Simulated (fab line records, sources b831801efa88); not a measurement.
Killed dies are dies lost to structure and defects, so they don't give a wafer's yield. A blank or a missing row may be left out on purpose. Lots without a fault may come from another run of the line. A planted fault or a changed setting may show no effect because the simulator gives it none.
fab line records | flow gf180mcu
record lots=13 wafers=39 last_day=34
route steps=602 shown NSD@239 PSD@259 CONTACT@288 M1@317
lots that met no fault: from a run of the same line without faults
start_h: hours from the record's first day to the start of the lot's first wafer shown | wait_h: hours since the lot's step before | " the same as in the row above | L1.1+2: a row that stands for several wafers | - no value, or no start given | * or withheld: withheld | < > ~ a bound
route shown NAME@n: a module of which the file shows steps, and the number in the route of the first | usual: mean/standard deviation of fault-free wafers | same: alike in all rows | chamber/n: place in a boat | sites: the reading at each site | _std_site: their standard deviation | _edge_site: outer sites' mean less inner sites' | radius_mm: how far each site lies from the wafer's centre | mask NAME#n: copy n | behind: the tool/chamber that last shaped the wafer | hold: why the lot was held/for how many hours/how that ended | device: the transistor (n, p or np) that didn't switch | end of line: the same wafers' tests at the end of the route | a step without rows: its recipe alone | killed: dies lost to structure and defects at the first sort, not the wafer's yield | map: a wafer's dies, x killed, . not, _ none there
set.NAME: the setting as run; set.NAME@STEP: as run at that earlier step | model.NAME: the simulator's own value behind a step, which no gauge read
steps of the route over a sample of lots; a table a step, a row a wafer
services: from which hour (start_h, from the record's first day; less than 0 if before it) a tool's chamber was out of use, for how many hours, and why
## steps
# step GF_NSD_EXPOSE_04
# recipe mask_id=Nplus target_cd_nm=400 na=0.6 source_shape=conventional sigma_outer=0.6 dose_mj=140
# columns lot.wafer tool chamber start_h wait_h mask
L925.3+5+6 iline_stepper-01 0 287.74 - Nplus#0
L928.3+5+6 iline_stepper-02 0 312.95 - Nplus#0
L930.1+4+5 iline_stepper-01 0 329.05 - Nplus#0
L933.1+2+3 iline_stepper-01 0 353.56 - Nplus#0
L935.1+2+3 iline_stepper-01 0 367.38 - Pplus#0
L936.1+3+4 iline_stepper-01 0 386.43 - Nplus#0
L938.1+5+6 iline_stepper-02 0 400.31 - Nplus#0
L943.1+3+6 iline_stepper-01 0 435.33 - Nplus#0
L944.3+5+6 iline_stepper-01 0 446.11 - Nplus#0
L945.1+2+5 iline_stepper-02 0 454.70 - Nplus#0
L946.1+3+6 iline_stepper-02 0 458.38 - Nplus#0
L947.1+2+5 iline_stepper-01 0 480.39 - Nplus#0
L948.1+2+4 iline_stepper-02 0 481.89 - Nplus#0
# step GF_NSD_CD_MEAS_07
# recipe target_cd_nm=400
# usual cd_nm=400.1/2.8
# columns lot.wafer tool chamber start_h wait_h cd_nm
L925.3 cd_sem-01 - 297.42 0.1 396.3
L925.5 " - " " 396.5
L925.6 " - " " 398.7
L928.3 cd_sem-02 - 322.67 0.1 401.4
L928.5 " - " " 403.3
L928.6 " - " " 401.0
L930.1 cd_sem-02 - 339.83 0.1 401.6
L930.4 " - " " 400.4
L930.5 " - " " 401.3
L933.1 cd_sem-01 - 363.88 0.1 405.4
L933.2 " - " " 403.9
L933.3 " - " " 403.6
L935.1 cd_sem-01 - 378.03 0.1 -
L935.2 " - " " -
L935.3 " - " " -
L936.1 cd_sem-01 - 397.63 0.1 396.8
L936.3 " - " " 396.8
L936.4 " - " " 396.4
L938.1 cd_sem-02 - 411.68 0.1 402.6
L938.5 " - " " 405.2
L938.6 " - " " 403.5
L943.1 cd_sem-01 - 447.28 0.1 402.9
L943.3 " - " " 401.8
L943.6 " - " " 401.0
L944.3 cd_sem-02 - 457.82 0.1 402.6
L944.5 " - " " 404.1
L944.6 " - " " 403.4
L945.1 cd_sem-01 - 465.67 0.1 397.5
L945.2 " - " " 397.7
L945.5 " - " " 397.2
L946.1 cd_sem-02 - 470.37 0.1 400.5
L946.3 " - " " 402.4
L946.6 " - " " 399.8
L947.1 cd_sem-01 - 491.42 0.1 401.5
L947.2 " - " " 401.3
L947.5 " - " " 400.0
L948.1 cd_sem-02 - 493.57 0.1 397.0
L948.2 " - " " 397.4
L948.4 " - " " 397.9
# step GF_NSD_TW_MEAS_12
# usual NSD_TW=4262/65
# columns lot.wafer tool chamber start_h wait_h NSD_TW
L925.3 film_metro-02 - 297.95 0.1 4256
L925.5 " - " " 4247
L925.6 " - " " 4258
L928.3 film_metro-02 - 323.21 0.1 4228
L928.5 " - " " 4259
L928.6 " - " " 4226
L930.1 film_metro-02 - 340.39 0.1 4224
L930.4 " - " " 4246
L930.5 " - " " 4259
L933.1 film_metro-03 - 364.44 0.1 4378
L933.2 " - " " 4357
L933.3 " - " " 4380
L935.1 film_metro-02 - 378.58 0.1 30
L935.2 " - " " 30
L935.3 " - " " 30
L936.1 film_metro-02 - 398.18 0.1 4293
L936.3 " - " " 4269
L936.4 " - " " 4264
L938.1 film_metro-02 - 412.23 0.1 4243
L938.5 " - " " 4225
L938.6 " - " " 4263
L943.1 film_metro-03 - 447.83 0.1 4353
L943.3 " - " " 4360
L943.6 " - " " 4378
L944.3 film_metro-02 - 458.36 0.1 4205
L944.5 " - " " 4209
L944.6 " - " " 4212
L945.1 film_metro-02 - 466.23 0.1 4221
L945.2 " - " " 4203
L945.5 " - " " 4222
L946.1 film_metro-02 - 470.93 0.1 4248
L946.3 " - " " 4219
L946.6 " - " " 4240
L947.1 film_metro-03 - 491.97 0.1 4339
L947.2 " - " " 4352
L947.5 " - " " 4344
L948.1 film_metro-04 - 494.13 0.1 4136
L948.2 " - " " 4136
L948.4 " - " " 4130
# step GF_PSD_TW_MEAS_11
# usual PSD_TW=3176/55
# columns lot.wafer tool chamber start_h wait_h PSD_TW
L925.3 film_metro-03 - 318.37 0.2 3254
L925.5 " - " " 3254
L925.6 " - " " 3250
L928.3 film_metro-02 - 345.89 0.1 3186
L928.5 " - " " 3199
L928.6 " - " " 3177
L930.1 film_metro-03 - 362.64 0.1 3271
L930.4 " - " " 3270
L930.5 " - " " 3265
L933.1 film_metro-03 - 387.12 0.1 3239
L933.2 " - " " 3224
L933.3 " - " " 3240
L935.1 film_metro-04 - 402.09 0.1 4155
L935.2 " - " " 4165
L935.3 " - " " 4153
L936.1 film_metro-02 - 421.97 0.1 3182
L936.3 " - " " 3195
L936.4 " - " " 3177
L938.1 film_metro-04 - 435.27 0.1 3109
L938.5 " - " " 3105
L938.6 " - " " 3111
L943.1 film_metro-03 - 472.22 0.1 3266
L943.3 " - " " 3256
L943.6 " - " " 3256
L944.3 film_metro-02 - 482.50 0.1 3149
L944.5 " - " " 3156
L944.6 " - " " 3162
L945.1 film_metro-02 - 490.18 0.1 3147
L945.2 " - " " 3164
L945.5 " - " " 3152
L946.1 film_metro-02 - 495.39 0.1 3161
L946.3 " - " " 3150
L946.6 " - " " 3145
L947.1 film_metro-02 - 515.27 0.1 3130
L947.2 " - " " 3147
L947.5 " - " " 3128
L948.1 film_metro-03 - 518.12 0.1 3276
L948.2 " - " " 3256
L948.4 " - " " 3265
# step GF_CONTACT_THK_MEAS_01
# recipe reads=SiO2_of_CONTACT_CVD_00
# usual CONTACT_CVD_00_THK=301/3.1
# columns lot.wafer tool chamber start_h wait_h CONTACT_CVD_00_THK[nm]
L925.3 film_metro-03 - 341.60 0.0 298
L925.5 " - " " 300
L925.6 " - " " 301
L928.3 film_metro-04 - 370.06 0.0 295
L928.5 " - " " 299
L928.6 " - " " 297
L930.1 film_metro-04 - 386.18 0.0 297
L930.4 " - " " 297
L930.5 " - " " 297
L933.1 film_metro-03 - 411.85 0.0 303
L933.2 " - " " 306
L933.3 " - " " 298
L935.1 film_metro-03 - 427.40 0.0 301
L935.2 " - " " 302
L935.3 " - " " 297
L936.1 film_metro-03 - 447.44 0.0 299
L936.3 " - " " 296
L936.4 " - " " 301
L938.1 film_metro-03 - 460.61 0.0 305
L938.5 " - " " 303
L938.6 " - " " 301
L943.1 film_metro-04 - 497.50 0.0 301
L943.3 " - " " 307
L943.6 " - " " 304
L944.3 film_metro-03 - 507.99 0.0 304
L944.5 " - " " 299
L944.6 " - " " 300
L945.1 film_metro-04 - 514.71 0.0 302
L945.2 " - " " 306
L945.5 " - " " 305
L946.1 film_metro-01 - 519.85 0.0 293
L946.3 " - " " 295
L946.6 " - " " 297
L947.1 film_metro-01 - 539.74 0.0 300
L947.2 " - " " 307
L947.5 " - " " 301
L948.1 film_metro-01 - 542.95 0.0 303
L948.2 " - " " 301
L948.4 " - " " 299
# step GF_CONTACT_ETCH_16
# recipe chemistry=N2/H2 target_depth_a=withheld overetch_a=withheld time_s=withheld target=BARC ion_energy_ev=200 source_w=500 bias_w=100 pressure_mtorr=30 n2_flow_sccm=100 h2_flow_sccm=200
# usual drypump_motor_current_A=5.7/0.46 h2_flow_sccm=199.9/0.54 oes_product_au=0.855/0.0048 throttle_valve_pct=13.224/0.0091
# columns lot.wafer tool chamber start_h wait_h drypump_motor_current_A h2_flow_sccm oes_product_au throttle_valve_pct
L925.3 rie_diel-03 3 364.02 0.0 5.3 201.0 0.858 13.223
L925.5 " 0 " " 5.3 200.2 0.856 13.220
L925.6 " 1 " " 6.2 199.2 0.862 13.224
L928.3 rie_diel-03 3 393.59 0.0 5.4 199.4 0.849 13.222
L928.5 " 2 " " 6.1 200.6 0.863 13.223
L928.6 " 3 " " 5.4 201.2 0.860 13.222
L930.1 rie_diel-03 3 410.42 0.0 5.4 200.0 0.848 13.217
L930.4 " 0 " " 5.3 199.8 0.849 13.214
L930.5 " 0 " " 5.3 199.8 0.849 13.221
L933.1 rie_diel-02 2 435.84 0.0 5.3 199.6 0.856 13.213
L933.2 " 3 " " 5.6 199.8 0.858 13.240
L933.3 " 1 " " 5.6 200.0 0.858 13.240
L935.1 rie_diel-01 0 452.64 0.0 5.5 199.3 0.854 13.227
L935.2 " 3 " " 5.9 198.9 0.850 13.219
L935.3 " 2 " " 6.6 200.6 0.852 13.230
L936.1 rie_diel-02 3 472.38 0.0 5.5 199.2 0.852 13.227
L936.3 " 2 " " 5.3 199.8 0.851 13.220
L936.4 " 0 " " 6.0 199.6 0.848 13.236
L938.1 rie_diel-02 2 485.39 0.0 5.3 200.8 0.852 13.228
L938.5 " 3 " " 5.5 198.8 0.857 13.246
L938.6 " 0 " " 6.0 200.7 0.857 13.244
L943.1 rie_diel-01 1 521.32 0.0 4.8 199.1 0.861 13.217
L943.3 " 3 " " 5.9 199.4 0.855 13.226
L943.6 " 2 " " 6.6 200.5 0.850 13.223
L944.3 rie_diel-01 2 532.32 0.0 6.6 199.8 0.853 13.210
L944.5 " 0 " " 5.5 199.6 0.862 13.228
L944.6 " 3 " " 5.9 200.4 0.860 13.228
L945.1 rie_diel-03 1 538.12 0.0 6.1 200.0 0.862 13.228
L945.2 " 0 " " 5.3 200.0 0.864 13.220
L945.5 " 3 " " 5.3 199.2 0.856 13.232
L946.1 rie_diel-03 3 543.82 0.0 5.3 200.2 0.849 13.245
L946.3 " 1 " " 6.2 200.1 0.851 13.212
L946.6 " 1 " " 6.2 200.2 0.857 13.218
L947.1 rie_diel-02 1 562.77 0.0 5.6 200.4 0.862 13.221
L947.2 " 2 " " 5.3 201.2 0.846 13.236
L947.5 " 0 " " 6.0 200.0 0.853 13.232
L948.1 rie_diel-02 2 565.82 0.0 5.3 199.8 0.859 13.227
L948.2 " 0 " " 6.0 200.4 0.853 13.237
L948.4 " 0 " " 6.0 199.9 0.854 13.218
# step GF_M1_SPUTTER_02
# recipe material=AlCu target_thk_nm=450 power_w=10600 time_s=23.9 chamber_pressure_pa=0.4
# usual throttle_valve_pct=30.2/1.1
# same time_s=23.9
# columns lot.wafer tool chamber start_h wait_h throttle_valve_pct
L925.3 pvd_sputter-03 - 365.50 0.0 30.9
L925.5 " - " " 29.7
L925.6 " - " " 30.0
L928.3 pvd_sputter-03 - 394.86 0.0 29.7
L928.5 " - " " 29.8
L928.6 " - " " 30.2
L930.1 pvd_sputter-01 - 411.69 0.0 30.2
L930.4 " - " " 30.8
L930.5 " - " " 30.4
L933.1 pvd_sputter-04 - 437.13 0.0 32.7
L933.2 " - " " 32.3
L933.3 " - " " 27.7
L935.1 pvd_sputter-03 - 453.92 0.0 29.8
L935.2 " - " " 30.8
L935.3 " - " " 30.0
L936.1 pvd_sputter-04 - 473.78 0.0 32.5
L936.3 " - " " 32.0
L936.4 " - " " 29.4
L938.1 pvd_sputter-03 - 486.84 0.0 30.3
L938.5 " - " " 29.7
L938.6 " - " " 30.7
L943.1 pvd_sputter-01 - 522.70 0.0 30.8
L943.3 " - " " 30.1
L943.6 " - " " 30.4
L944.3 pvd_sputter-04 - 533.70 0.0 29.6
L944.5 " - " " 27.9
L944.6 " - " " 29.6
L945.1 pvd_sputter-03 - 539.73 0.0 29.7
L945.2 " - " " 30.9
L945.5 " - " " 29.9
L946.1 pvd_sputter-04 - 545.40 0.0 32.5
L946.3 " - " " 27.9
L946.6 " - " " 32.7
L947.1 pvd_sputter-04 - 564.12 0.0 32.3
L947.2 " - " " 27.9
L947.5 " - " " 28.0
L948.1 pvd_sputter-01 - 567.10 0.0 30.8
L948.2 " - " " 30.2
L948.4 " - " " 30.1
## services
# columns tool chamber start_h hours kind
rie_diel-01 3 264.63 6.4 repair
rie_diel-02 3 282.21 3.5 repair
pvd_sputter-03 - 293.09 2.6 repair
rie_diel-01 3 298.59 10.1 repair
rie_diel-01 3 313.35 3.0 repair
rie_diel-02 2 336.98 3.3 repair
pvd_sputter-01 - 349.26 1.1 repair
rie_diel-02 0 362.12 4.6 repair
iline_stepper-01 - 363.61 1.7 pm
rie_diel-01 0 368.28 11.9 repair
rie_diel-02 - 369.02 4.3 pm
pvd_sputter-03 - 412.81 4.5 repair
pvd_sputter-01 - 422.04 1.3 repair
pvd_sputter-04 - 423.87 2.7 repair
iline_stepper-02 - 446.83 1.7 pm
rie_diel-02 - 454.93 0.7 repair
pvd_sputter-03 - 455.78 3.9 repair
iline_stepper-01 - 475.03 5.1 repair
rie_diel-01 2 488.43 12.7 repair
pvd_sputter-03 - 494.54 2.9 repair
rie_diel-01 0 495.07 10.8 repair
rie_diel-03 0 514.56 21.5 repair
iline_stepper-01 - 531.94 4.4 pm
pvd_sputter-03 - 534.30 2.5 repair
## key
first_sign step=GF_NSD_EXPOSE_04 reading=mask direction=changed
effect step=GF_NSD_CD_MEAS_07 reading=cd_nm direction=missing
effect step=GF_NSD_TW_MEAS_12 reading=NSD_TW direction=down sigmas=65 usual=4262 struck=30
effect step=GF_PSD_TW_MEAS_11 reading=PSD_TW direction=up sigmas=18 usual=3176 struck=4158
met_at GF_NSD_EXPOSE_04
struck_lots L935
sort_left_out L935.1,L935.2,L935.3
tester_left_out L935
not_acting_at GF_CONTACT_THK_MEAS_01,GF_CONTACT_ETCH_16,GF_M1_SPUTTER_02
onset_between 353.56 367.38
fault kind=wrong_mask tool=any chamber=- onset_h=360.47 steps=GF_NSD_EXPOSE_04 aux_copy=Pplus#0 scope=struck_lots_only
# tester_left_out: of these lots the tester's yield and bins aren't shown, on N5 and GAA mostly nor the transistor test; their killed dies are dies lost to structure and defects alone, not to doping, threshold or leakage, so they don't give the yield
# sort_left_out: the simulated sort isn't trusted on such a fault, so these wafers' sort isn't shown, and their yield isn't known
